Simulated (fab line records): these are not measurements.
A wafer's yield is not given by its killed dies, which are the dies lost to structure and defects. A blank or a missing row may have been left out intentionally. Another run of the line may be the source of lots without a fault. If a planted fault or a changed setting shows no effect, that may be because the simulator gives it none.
fab line records + flow sky130
[record]
- lots = 13
- wafers = 39
- last-day = 50
route steps=708 shown POLY_CUT@315 SD_P@324 SD_N@354 PAD_OPEN@708
lots that met no fault: taken from a fault-free run of the same line
start-h: the number of hours between the record's first day and the start of the first shown wafer of the lot + wait-h: time in hours since the lot's previous step + " unchanged from the row above + L1.1+2: several wafers, shown together as one row + - either no value or no given start + * or withheld: withheld + < > ~ a bound
route shown NAME@n: a module of which the file shows steps, and the number in the route of the first + usual: mean and standard deviation over wafers with no fault + same: alike in all rows + chamber/n: place in a boat + sites: the reading at each site + _std_site: standard deviation of those values + _edge_site: the outer-site mean with the inner-site mean subtracted + radius-mm: for every site, how far away it sits from the centre of the wafer + mask NAME#n: copy n + behind: the tool/chamber that last shaped the wafer + hold: what put the lot on hold/how long, in hours/how the hold closed + device: transistor that didn't switch, given as n, p or np + end of line: tests run on the same wafers once the route is complete + a step without rows: its recipe alone + killed: at the first sort, the dies lost to defects and structure; wafer yield is something else + map: the dies of a wafer, with x for killed, . for not killed, _ for no die there
set.NAME: the setting as run; set.NAME@STEP: as run at that earlier step + model.NAME: the simulator's own value behind a step, which no gauge read
a sample of lots followed through the steps of the route, with each step as a table and each wafer as a row
services: a tool's chamber out of use, with start hour (start-h, from the record's first day; less than 0 if before it), hours out, and reason
[[steps]]
[step SKY_POLY_CUT_CD_MEAS_08]
[recipe]
- target-cd-nm = 270
[usual]
- cd-nm = 270.3/1.3
| lot.wafer | tool      | chamber | start-h | wait-h | cd-nm |
|-----------|-----------|---------|---------|--------|-------|
| L493.2    | cd-sem-01 | -       | 562.50  | -      | 270.9 |
| L493.3    | "         | -       | "       | "      | 269.5 |
| L493.5    | "         | -       | "       | "      | 271.4 |
| L495.1    | cd-sem-02 | -       | 578.84  | -      | 270.3 |
| L495.2    | "         | -       | "       | "      | 270.8 |
| L495.5    | "         | -       | "       | "      | 269.4 |
| L496.1    | cd-sem-01 | -       | 587.03  | -      | 271.3 |
| L496.5    | "         | -       | "       | "      | 270.4 |
| L496.6    | "         | -       | "       | "      | 270.4 |
| L506.2    | cd-sem-02 | -       | 695.90  | -      | 268.5 |
| L506.5    | "         | -       | "       | "      | 268.7 |
| L506.6    | "         | -       | "       | "      | 268.7 |
| L505.3    | cd-sem-01 | -       | 695.93  | -      | 268.7 |
| L505.5    | "         | -       | "       | "      | 268.8 |
| L505.6    | "         | -       | "       | "      | 269.4 |
| L507.1    | cd-sem-02 | -       | 699.08  | -      | 271.7 |
| L507.3    | "         | -       | "       | "      | 271.1 |
| L507.5    | "         | -       | "       | "      | 272.8 |
| L509.1    | cd-sem-02 | -       | 711.93  | -      | 271.7 |
| L509.3    | "         | -       | "       | "      | 273.6 |
| L509.6    | "         | -       | "       | "      | 270.9 |
| L510.1    | cd-sem-02 | -       | 714.14  | -      | 268.5 |
| L510.2    | "         | -       | "       | "      | 268.6 |
| L510.6    | "         | -       | "       | "      | 270.0 |
| L511.1    | cd-sem-02 | -       | 722.74  | -      | 268.4 |
| L511.2    | "         | -       | "       | "      | 267.8 |
| L511.3    | "         | -       | "       | "      | 269.6 |
| L512.4    | cd-sem-01 | -       | 725.00  | -      | 272.0 |
| L512.5    | "         | -       | "       | "      | 270.8 |
| L512.6    | "         | -       | "       | "      | 269.6 |
| L513.2    | cd-sem-01 | -       | 728.06  | -      | 270.0 |
| L513.4    | "         | -       | "       | "      | 270.8 |
| L513.6    | "         | -       | "       | "      | 270.7 |
| L514.1    | cd-sem-02 | -       | 738.93  | -      | 270.4 |
| L514.4    | "         | -       | "       | "      | 269.1 |
| L514.6    | "         | -       | "       | "      | 269.3 |
| L515.3    | cd-sem-02 | -       | 746.13  | -      | 267.2 |
| L515.5    | "         | -       | "       | "      | 268.7 |
| L515.6    | "         | -       | "       | "      | 269.9 |
[step SKY_POLY_CUT_ETCH_11]
[recipe]
- target = Si3N4
- chemistry = CF4/CH2F2/Ar
- stop-on = poly-Si
- source-w = 600
- bias-w = 150
- pressure-mtorr = 40
- cf4-flow-sccm = 40
- ch2f2-flow-sccm = 20
- Ar_flow_sccm = 150
- time-s = 42.5
- target-depth-a = 600
[usual]
- drypump-motor-current-A = 5.7/0.44
- oes-product-au = 0.831/0.0069
- throttle-valve-pct = 14.994/0.0096
| lot.wafer | tool        | chamber | start-h | wait-h | drypump-motor-current-A | oes-product-au | rf-hours-counter-h | throttle-valve-pct |
|-----------|-------------|---------|---------|--------|-------------------------|----------------|--------------------|--------------------|
| L493.2    | rie-diel-04 | 0       | 562.67  | 0.0    | 6.6                     | 0.810          | 68                 | 15.000             |
| L493.3    | "           | 3       | "       | "      | 5.9                     | 0.828          | 44                 | 14.991             |
| L493.5    | "           | 0       | "       | "      | 6.5                     | 0.824          | -                  | 14.991             |
| L495.1    | rie-diel-03 | 0       | 579.04  | 0.0    | 5.9                     | 0.844          | 0                  | 14.990             |
| L495.2    | "           | 2       | "       | "      | 5.5                     | 0.832          | 36                 | 14.988             |
| L495.5    | "           | 2       | "       | "      | 5.5                     | 0.831          | -                  | 14.998             |
| L496.1    | rie-diel-04 | 3       | 587.22  | 0.0    | 5.9                     | 0.823          | 45                 | 14.997             |
| L496.5    | "           | 3       | "       | "      | 5.9                     | 0.833          | -                  | 15.002             |
| L496.6    | "           | 2       | "       | "      | 4.8                     | 0.830          | -                  | 14.983             |
| L506.2    | rie-diel-04 | 2       | 696.07  | 0.0    | 4.9                     | 0.821          | 12                 | 14.986             |
| L506.5    | "           | 1       | "       | "      | 5.3                     | 0.832          | -                  | 14.990             |
| L506.6    | "           | 2       | "       | "      | 4.9                     | 0.834          | -                  | 14.991             |
| L505.3    | rie-diel-02 | 1       | 696.09  | 0.0    | 6.1                     | 0.827          | 1                  | 14.996             |
| L505.5    | "           | 2       | "       | "      | 5.4                     | 0.823          | -                  | 15.003             |
| L505.6    | "           | 3       | "       | "      | 5.4                     | 0.831          | -                  | 14.998             |
| L507.1    | rie-diel-04 | 2       | 699.27  | 0.0    | 4.9                     | 0.821          | 12                 | 14.985             |
| L507.3    | "           | 0       | "       | "      | 6.6                     | 0.829          | 2                  | 15.006             |
| L507.5    | "           | 2       | "       | "      | 4.9                     | 0.831          | -                  | 15.017             |
| L509.1    | rie-diel-04 | 0       | 712.12  | 0.0    | 6.5                     | 0.830          | 2                  | 15.011             |
| L509.3    | "           | 2       | "       | "      | 4.9                     | 0.834          | 12                 | 15.001             |
| L509.6    | "           | 1       | "       | "      | 5.3                     | 0.840          | -                  | 15.007             |
| L510.1    | rie-diel-04 | 2       | 714.34  | 0.0    | 4.9                     | 0.842          | 12                 | 15.000             |
| L510.2    | "           | 0       | "       | "      | 6.5                     | 0.825          | 2                  | 14.994             |
| L510.6    | "           | 0       | "       | "      | 6.6                     | 0.830          | -                  | 15.002             |
| L511.1    | rie-diel-03 | 0       | 722.94  | 0.0    | 6.0                     | 0.830          | 4                  | 14.974             |
| L511.2    | "           | 1       | "       | "      | 5.8                     | 0.836          | 17                 | 15.006             |
| L511.3    | "           | 3       | "       | "      | 5.5                     | 0.821          | 0                  | 14.988             |
| L512.4    | rie-diel-03 | 0       | 725.14  | 0.0    | 5.9                     | 0.833          | 4                  | 15.007             |
| L512.5    | "           | 1       | "       | "      | 5.8                     | 0.843          | -                  | 14.996             |
| L512.6    | "           | 0       | "       | "      | 5.9                     | 0.841          | -                  | 14.990             |
| L513.2    | rie-diel-02 | 0       | 728.24  | 0.0    | 6.0                     | 0.833          | 10                 | 14.997             |
| L513.4    | "           | 3       | "       | "      | 5.4                     | 0.832          | 2                  | 14.994             |
| L513.6    | "           | 0       | "       | "      | 6.0                     | 0.835          | -                  | 14.997             |
| L514.1    | rie-diel-02 | 1       | 739.12  | 0.0    | 6.1                     | 0.822          | 1                  | 15.008             |
| L514.4    | "           | 2       | "       | "      | 5.5                     | 0.815          | 4                  | 15.006             |
| L514.6    | "           | 1       | "       | "      | 6.1                     | 0.823          | -                  | 14.995             |
| L515.3    | rie-diel-03 | 1       | 746.29  | 0.0    | 5.8                     | 0.827          | 17                 | 14.983             |
| L515.5    | "           | 0       | "       | "      | 5.9                     | 0.836          | -                  | 15.002             |
| L515.6    | "           | 3       | "       | "      | 5.6                     | 0.832          | -                  | 14.998             |
[step SKY_SD_P_EXPOSE_04]
[recipe]
- mask-id = PSDM
- na = 0.6
- source-shape = conventional
- sigma-outer = 0.6
- polarization = unpolarized
- target-cd-nm = 380
- dose-mj = 138
| lot.wafer  | tool             | chamber | start-h | wait-h | mask      |
|------------|------------------|---------|---------|--------|-----------|
| L493.2+3+5 | iline-stepper-01 | 0       | 577.86  | -      | PSDM#0    |
| L495.1+2+5 | iline-stepper-01 | 0       | 593.59  | -      | PSDM#0    |
| L496.1+5+6 | iline-stepper-02 | 0       | 602.86  | -      | PSDM_R1#0 |
| L506.2+5+6 | iline-stepper-02 | 0       | 709.81  | -      | PSDM#0    |
| L505.3+5+6 | iline-stepper-02 | 0       | 710.16  | -      | PSDM#0    |
| L507.1+3+5 | iline-stepper-01 | 0       | 713.41  | -      | PSDM#0    |
| L509.1+3+6 | iline-stepper-01 | 0       | 726.27  | -      | PSDM#0    |
| L510.1+2+6 | iline-stepper-01 | 0       | 728.34  | -      | PSDM#0    |
| L511.1+2+3 | iline-stepper-02 | 0       | 737.04  | -      | PSDM#0    |
| L512.4+5+6 | iline-stepper-01 | 0       | 739.07  | -      | PSDM#0    |
| L513.2+4+6 | iline-stepper-02 | 0       | 742.33  | -      | PSDM#0    |
| L514.1+4+6 | iline-stepper-02 | 0       | 752.79  | -      | PSDM#0    |
| L515.3+5+6 | iline-stepper-01 | 0       | 760.06  | -      | PSDM#0    |
[step SKY_SD_P_CD_MEAS_07]
[recipe]
- target-cd-nm = 380
[usual]
- cd-nm = 379.2/3
| lot.wafer | tool      | chamber | start-h | wait-h | cd-nm |
|-----------|-----------|---------|---------|--------|-------|
| L493.2    | cd-sem-02 | -       | 592.55  | 0.1    | 381.2 |
| L493.3    | "         | -       | "       | "      | 382.2 |
| L493.5    | "         | -       | "       | "      | 380.7 |
| L495.1    | cd-sem-01 | -       | 607.40  | 0.1    | 380.2 |
| L495.2    | "         | -       | "       | "      | 378.5 |
| L495.5    | "         | -       | "       | "      | 380.3 |
| L496.1    | cd-sem-02 | -       | 616.93  | 0.1    | 403.2 |
| L496.5    | "         | -       | "       | "      | 403.0 |
| L496.6    | "         | -       | "       | "      | 401.0 |
| L506.2    | cd-sem-02 | -       | 723.86  | 0.1    | 380.5 |
| L506.5    | "         | -       | "       | "      | 379.8 |
| L506.6    | "         | -       | "       | "      | 379.8 |
| L505.3    | cd-sem-02 | -       | 724.18  | 0.1    | 380.8 |
| L505.5    | "         | -       | "       | "      | 382.2 |
| L505.6    | "         | -       | "       | "      | 378.6 |
| L507.1    | cd-sem-02 | -       | 726.80  | 0.1    | 379.9 |
| L507.3    | "         | -       | "       | "      | 380.2 |
| L507.5    | "         | -       | "       | "      | 377.8 |
| L509.1    | cd-sem-01 | -       | 739.84  | 0.1    | 381.5 |
| L509.3    | "         | -       | "       | "      | 381.7 |
| L509.6    | "         | -       | "       | "      | 382.1 |
| L510.1    | cd-sem-02 | -       | 742.23  | 0.1    | 378.8 |
| L510.2    | "         | -       | "       | "      | 379.0 |
| L510.6    | "         | -       | "       | "      | 379.0 |
| L511.1    | cd-sem-01 | -       | 750.69  | 0.1    | 378.7 |
| L511.2    | "         | -       | "       | "      | 379.2 |
| L511.3    | "         | -       | "       | "      | 379.1 |
| L512.4    | cd-sem-01 | -       | 752.25  | 0.1    | 377.2 |
| L512.5    | "         | -       | "       | "      | 375.1 |
| L512.6    | "         | -       | "       | "      | 376.4 |
| L513.2    | cd-sem-01 | -       | 755.67  | 0.1    | 374.5 |
| L513.4    | "         | -       | "       | "      | 375.9 |
| L513.6    | "         | -       | "       | "      | 373.6 |
| L514.1    | cd-sem-02 | -       | 766.45  | 0.1    | 377.4 |
| L514.4    | "         | -       | "       | "      | 377.7 |
| L514.6    | "         | -       | "       | "      | 377.0 |
| L515.3    | cd-sem-01 | -       | 773.54  | 0.1    | 376.7 |
| L515.5    | "         | -       | "       | "      | 373.8 |
| L515.6    | "         | -       | "       | "      | 373.8 |
[step SKY_SD_N_TW_MEAS_12]
[usual]
- SD_N_TW = 3976/34
| lot.wafer | tool          | chamber | start-h | wait-h | SD_N_TW |
|-----------|---------------|---------|---------|--------|---------|
| L493.2    | film-metro-02 | -       | 651.20  | 0.1    | 3964    |
| L493.3    | "             | -       | "       | "      | 3983    |
| L493.5    | "             | -       | "       | "      | 3981    |
| L495.1    | film-metro-04 | -       | 665.69  | 0.1    | 4030    |
| L495.2    | "             | -       | "       | "      | 4018    |
| L495.5    | "             | -       | "       | "      | 4003    |
| L496.1    | film-metro-02 | -       | 675.47  | 0.1    | 3988    |
| L496.5    | "             | -       | "       | "      | 4002    |
| L496.6    | "             | -       | "       | "      | 4006    |
| L506.2    | film-metro-04 | -       | 779.80  | 0.1    | 4022    |
| L506.5    | "             | -       | "       | "      | 4047    |
| L506.6    | "             | -       | "       | "      | 4019    |
| L505.3    | film-metro-02 | -       | 780.11  | 0.1    | 3920    |
| L505.5    | "             | -       | "       | "      | 3936    |
| L505.6    | "             | -       | "       | "      | 3925    |
| L507.1    | film-metro-01 | -       | 781.94  | 0.1    | 3946    |
| L507.3    | "             | -       | "       | "      | 3943    |
| L507.5    | "             | -       | "       | "      | 3934    |
| L509.1    | film-metro-04 | -       | 795.55  | 0.1    | 4020    |
| L509.3    | "             | -       | "       | "      | 3993    |
| L509.6    | "             | -       | "       | "      | 4017    |
| L510.1    | film-metro-01 | -       | 797.15  | 0.1    | 3939    |
| L510.2    | "             | -       | "       | "      | 3904    |
| L510.6    | "             | -       | "       | "      | 3927    |
| L511.1    | film-metro-04 | -       | 804.80  | 0.1    | 4031    |
| L511.2    | "             | -       | "       | "      | 4009    |
| L511.3    | "             | -       | "       | "      | 3995    |
| L512.4    | film-metro-02 | -       | 806.53  | 0.1    | 3969    |
| L512.5    | "             | -       | "       | "      | 3963    |
| L512.6    | "             | -       | "       | "      | 3959    |
| L513.2    | film-metro-02 | -       | 810.16  | 0.1    | 3948    |
| L513.4    | "             | -       | "       | "      | 3954    |
| L513.6    | "             | -       | "       | "      | 3943    |
| L514.1    | film-metro-01 | -       | 820.45  | 0.1    | 3982    |
| L514.4    | "             | -       | "       | "      | 3986    |
| L514.6    | "             | -       | "       | "      | 3978    |
| L515.3    | film-metro-01 | -       | 827.57  | 0.1    | 3994    |
| L515.5    | "             | -       | "       | "      | 3966    |
| L515.6    | "             | -       | "       | "      | 3956    |
[step SKY_PAD_OPEN_PROBE_99]
[usual]
- killed_at_M0_to_M3 = 42/6.7
- killed_at_M4_up = 3.4/2
- killed-at-contacts = 24/5.1
- killed-at-front-end = 14/4.2
- killed-at-other = 0.2/0.49
- killed-dies = 84/8.4
- killed-open = 46/7
- killed-short = 39/5.8
[same]
- gross-dies = 492
- killed-at-back-side = 0
| lot.wafer | tool      | chamber | start-h | wait-h | killed_at_M0_to_M3 | killed_at_M4_up | killed-at-contacts | killed-at-front-end | killed-at-other | killed-dies | killed-open | killed-short |
|-----------|-----------|---------|---------|--------|--------------------|-----------------|--------------------|---------------------|-----------------|-------------|-------------|--------------|
| L505.3    | prober-01 | -       | 1172.97 | 0.2    | 33                 | 0               | 22                 | 23                  | 0               | 78          | 41          | 37           |
| L505.5    | prober-01 | -       | 1173.07 | 0.2    | 46                 | 1               | 23                 | 14                  | 0               | 84          | 51          | 33           |
| L505.6    | prober-01 | -       | 1173.12 | 0.2    | 48                 | 4               | 18                 | 18                  | 0               | 88          | 46          | 42           |
| L507.1    | prober-02 | -       | 1175.57 | 0.1    | 36                 | 4               | 24                 | 13                  | 1               | 78          | 37          | 41           |
| L507.3    | prober-02 | -       | 1175.67 | 0.2    | 42                 | 6               | 34                 | 7                   | 0               | 89          | 53          | 36           |
| L507.5    | prober-02 | -       | 1175.77 | 0.2    | 32                 | 3               | 31                 | 16                  | 1               | 83          | 42          | 41           |
| L512.4    | prober-01 | -       | 1188.75 | 0.2    | 31                 | 1               | 18                 | 15                  | 0               | 65          | 32          | 33           |
| L512.5    | prober-01 | -       | 1188.80 | 0.2    | 35                 | 6               | 28                 | 13                  | 0               | 82          | 38          | 44           |
| L512.6    | prober-01 | -       | 1188.85 | 0.2    | 31                 | 2               | 33                 | 15                  | 0               | 81          | 44          | 37           |
| L515.3    | prober-01 | -       | 1207.52 | 0.2    | 43                 | 2               | 23                 | 11                  | 0               | 79          | 48          | 31           |
| L515.5    | prober-01 | -       | 1207.62 | 0.2    | 44                 | 6               | 27                 | 22                  | 0               | 99          | 63          | 36           |
| L515.6    | prober-01 | -       | 1207.67 | 0.2    | 34                 | 5               | 25                 | 18                  | 0               | 82          | 45          | 37           |
// killed by level:class
L505.3 POLY_GATE:geometric-particle:short=7 CONTACT:geometric-particle:open=7 VIA1:geometric-particle:open=7 METAL2:geometric-particle:short=6 POLY_GATE:geometric-particle:open=5 VIA2:geometric-particle:open=5 LI_CONTACT:geometric-particle:open=5 LOCAL_INTERCONNECT:geometric-particle:short=5
L505.5 VIA1:geometric-particle:open=13 CONTACT:geometric-particle:open=9 VIA3:geometric-particle:open=8 VIA2:geometric-particle:open=7 LI_CONTACT:geometric-particle:open=6 CONTACT:geometric-particle:short=6 VIA2:geometric-particle:short=5 POLY_GATE:geometric-particle:open=4
L505.6 VIA1:geometric-particle:open=14 FIELD_ISO:geometric-particle:short=6 CONTACT:geometric-particle:short=6 VIA1:geometric-particle:short=6 VIA2:geometric-particle:open=6 VIA3:geometric-particle:open=6 METAL3:geometric-particle:short=5 FIELD_ISO:geometric-particle:open=4
L507.1 CONTACT:geometric-particle:open=8 VIA3:geometric-particle:open=7 METAL1:geometric-particle:short=6 LOCAL_INTERCONNECT:geometric-particle:short=5 CONTACT:geometric-particle:short=5 POLY_GATE:geometric-particle:open=4 VIA1:geometric-particle:short=4 VIA1:geometric-particle:open=4
L507.3 CONTACT:geometric-particle:open=11 LI_CONTACT:geometric-particle:open=10 VIA1:geometric-particle:open=9 VIA2:geometric-particle:open=7 LOCAL_INTERCONNECT:geometric-particle:short=6 CONTACT:geometric-particle:short=6 VIA3:geometric-particle:short=6 VIA3:geometric-particle:open=5
L507.5 LI_CONTACT:geometric-particle:open=10 CONTACT:geometric-particle:open=10 CONTACT:geometric-particle:short=8 VIA2:geometric-particle:open=7 VIA1:geometric-particle:open=6 FIELD_ISO:geometric-particle:short=5 POLY_GATE:geometric-particle:short=5 METAL1:geometric-particle:short=5
L512.4 CONTACT:geometric-particle:open=6 VIA1:geometric-particle:open=6 METAL1:geometric-particle:short=5 LOCAL_INTERCONNECT:geometric-particle:short=5 VIA3:geometric-particle:open=5 POLY_GATE:geometric-particle:open=4 POLY_GATE:geometric-particle:short=4 CONTACT:geometric-particle:short=4
L512.5 CONTACT:geometric-particle:open=8 CONTACT:geometric-particle:short=7 VIA1:geometric-particle:open=7 METAL2:geometric-particle:short=7 LI_CONTACT:geometric-particle:open=6 METAL1:geometric-particle:short=6 VIA2:geometric-particle:short=6 METAL4:geometric-particle:short=5
L512.6 CONTACT:geometric-particle:open=16 METAL2:geometric-particle:short=12 CONTACT:geometric-particle:short=7 VIA1:geometric-particle:open=6 FIELD_ISO:geometric-particle:open=4 POLY_GATE:geometric-particle:open=4 POLY_GATE:geometric-particle:short=4 LI_CONTACT:geometric-particle:open=4
L515.3 VIA1:geometric-particle:open=10 CONTACT:geometric-particle:open=9 VIA2:geometric-particle:open=9 LI_CONTACT:geometric-particle:open=8 METAL1:geometric-particle:short=7 FIELD_ISO:geometric-particle:open=4 METAL3:geometric-particle:short=4 FIELD_ISO:geometric-particle:short=3
L515.5 CONTACT:geometric-particle:open=14 POLY_GATE:geometric-particle:open=9 VIA1:geometric-particle:open=9 VIA3:geometric-particle:open=8 CONTACT:geometric-particle:short=6 VIA1:geometric-particle:short=6 VIA2:geometric-particle:open=6 FIELD_ISO:geometric-particle:short=5
L515.6 CONTACT:geometric-particle:open=12 FIELD_ISO:geometric-particle:short=9 VIA1:geometric-particle:open=8 METAL1:geometric-particle:short=6 VIA2:geometric-particle:open=6 LI_CONTACT:geometric-particle:open=5 CONTACT:geometric-particle:short=5 FIELD_ISO:geometric-particle:open=4
[[services]]
| tool             | chamber | start-h | hours | kind           |
|------------------|---------|---------|-------|----------------|
| rie-diel-03      | 2       | 551.39  | 2.1   | repair         |
| rie-diel-04      | 2       | 555.67  | 10.1  | repair         |
| rie-diel-02      | -       | 576.39  | 4.3   | pm             |
| rie-diel-02      | 1       | 600.05  | 9.9   | repair         |
| iline-stepper-02 | -       | 630.37  | 4.4   | pm             |
| rie-diel-04      | 0       | 630.68  | -     | clean          |
| rie-diel-04      | 0       | 630.68  | 13.3  | scheduled-down |
| rie-diel-04      | 0       | 630.68  | 13.3  | vent-cycle     |
| rie-diel-02      | 0       | 633.68  | 8.9   | repair         |
| rie-diel-02      | 2       | 635.00  | 5.5   | repair         |
| iline-stepper-02 | -       | 644.96  | 6.5   | repair         |
| rie-diel-03      | 1       | 649.77  | 10.2  | repair         |
| rie-diel-02      | -       | 664.75  | 15.6  | pm             |
| iline-stepper-02 | -       | 666.84  | 1.7   | pm             |
| rie-diel-02      | -       | 698.69  | 28.1  | pm             |
| rie-diel-03      | 1       | 702.83  | 3.2   | repair         |
| iline-stepper-01 | -       | 735.40  | 1.7   | pm             |
| rie-diel-04      | 1       | 739.96  | -     | clean          |
| rie-diel-04      | 1       | 739.96  | 16.5  | scheduled-down |
| rie-diel-04      | 1       | 739.96  | 16.5  | vent-cycle     |
| rie-diel-04      | 3       | 756.48  | -     | clean          |
| rie-diel-04      | 3       | 756.48  | 27.9  | scheduled-down |
| rie-diel-04      | 3       | 756.48  | 27.9  | vent-cycle     |
| rie-diel-03      | -       | 757.38  | 1.6   | repair         |
[[key]]
[first-sign]
- step = SKY_SD_P_EXPOSE_04
- reading = mask
- direction = changed
[effect]
- step = SKY_SD_P_CD_MEAS_07
- reading = cd-nm
- direction = up
- sigmas = 7.8
- usual = 379.2
- struck = 402.4
met-at SKY_SD_P_EXPOSE_04
struck-lots L496
tester-left-out L496
not-acting-at SKY_POLY_CUT_CD_MEAS_08,SKY_POLY_CUT_ETCH_11,SKY_SD_N_TW_MEAS_12
[fault]
- kind = wrong-mask
- tool = any
- chamber = -
- onset-h = 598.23
- steps = SKY_SD_P_EXPOSE_04
- aux-copy = PSDM_R1#0
- cd-offset-nm = 27
- scope = struck-lots-only
// tester-left-out: of these lots the tester's yield and bins aren't shown, on N5 and GAA mostly nor the transistor test; their killed dies are dies lost to structure and defects alone, not to doping, threshold or leakage, so they don't give the yield
